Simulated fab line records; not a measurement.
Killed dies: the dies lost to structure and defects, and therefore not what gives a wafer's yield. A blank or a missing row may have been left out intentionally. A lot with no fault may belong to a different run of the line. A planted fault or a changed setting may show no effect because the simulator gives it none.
Problem report in the 8D (eight disciplines) form, filled by code || flow gf180mcu || the parts of the form that need people (team, actions taken, sign-off) are left out

## 1. WHAT IS WRONG
Mean of biasW at GF_STI_ETCH_14: 119.3 W across 6 wafers in 2 lots; on wafers with no fault it is 150.0 W (standard deviation 0.43). Measured from the usual mean, that is -71 standard deviations.
The step: etches Si in HBr/Cl2/O2, target depth 360 nm, time 102.9 s.
Earliest sighting: wafer L204.2 on rieSi-01 at day 4 07:01. At this step, 18 wafers from 6 lots have a number in the record. Rule for "out", or "out of limits": more than 4 standard deviations from the usual mean. All remaining wafers that have a number are taken as sound.

## 2. WHAT IT IS, WHAT IT ISN'T
{"question": "which readings at this step", "is": "biasW", "is not": "O2_flow_sccm, drypumpMotorCurrentA"}
{"question": "which lots", "is": "L204, L205", "is not": "L195, L197, L209, L210"}
{"question": "which wafers of those lots", "is": "all that have a number", "is not": "-"}
{"question": "read on which tools", "is": "rieSi-01", "is not": "rieSi-02"}
{"question": "when", "is": "from day 4 07:01", "is not": "up to then (6 sound wafers); but 6 sound wafers of L209, L210 came after"}

## 3. SUSPECTS, AND WHAT RULES EACH OUT
Counting: a tool at a process step up to the reading stays a suspect if it ran every lot that is out and no sound lot after the first of them.
- rieDiel-04 at GF_STI_ETCH_13 (etches the open film in CHF3/O2, stops on Si, target depth 282.31 nm, time 112.9 s): ruled out as a lasting fault. After its first lot that is out, L204 (day 4 06:56), sound lots L210 ran on it.
- rieSi-01 at GF_STI_ETCH_14 (etches Si in HBr/Cl2/O2, target depth 360 nm, time 102.9 s): kept. It ran every lot that is out, first L204 (day 4 07:01), and no sound lot after that; its last sound lot up to then is L197 (day 2 16:12). Its own readings are out on those wafers: biasW.
After counting, what remains is rieSi-01 at GF_STI_ETCH_14.

## 4. THE CAUSE (what the simulator had put in)
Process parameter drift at GF_STI_ETCH_14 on rieSi-01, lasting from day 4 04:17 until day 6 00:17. A move of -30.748 in setting biasW, from 150. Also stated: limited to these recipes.
Counting left only this tool.

## 5. SEQUENCE OF EFFECTS, ordered by route
Each row: a reading whose mean over the struck wafers that have a number lies more than 3 standard deviations from the usual. Only readings whose record carries a usual standard deviation are examined. hours: median over the lots of the time between each lot's start at the first step of this table that gives one and its start at this step. sigmas: the change, counted in usual standard deviations.
{"hours": 0, "step": "GF_STI_ETCH_14", "reading": "biasW", "usual": "150.0 W", "on struck wafers": 119.3, "change": -30.7, "sigmas": -71}
Here are the process steps it includes:
- GF_STI_ETCH_14: etches Si in HBr/Cl2/O2, target depth 360 nm, time 102.9 s.

## 6. HOW IT WOULD HAVE BEEN CAUGHT EARLIER
In this record the first reading out of limits was taken at day 4 07:01, 3 hours after the fault began at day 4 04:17.
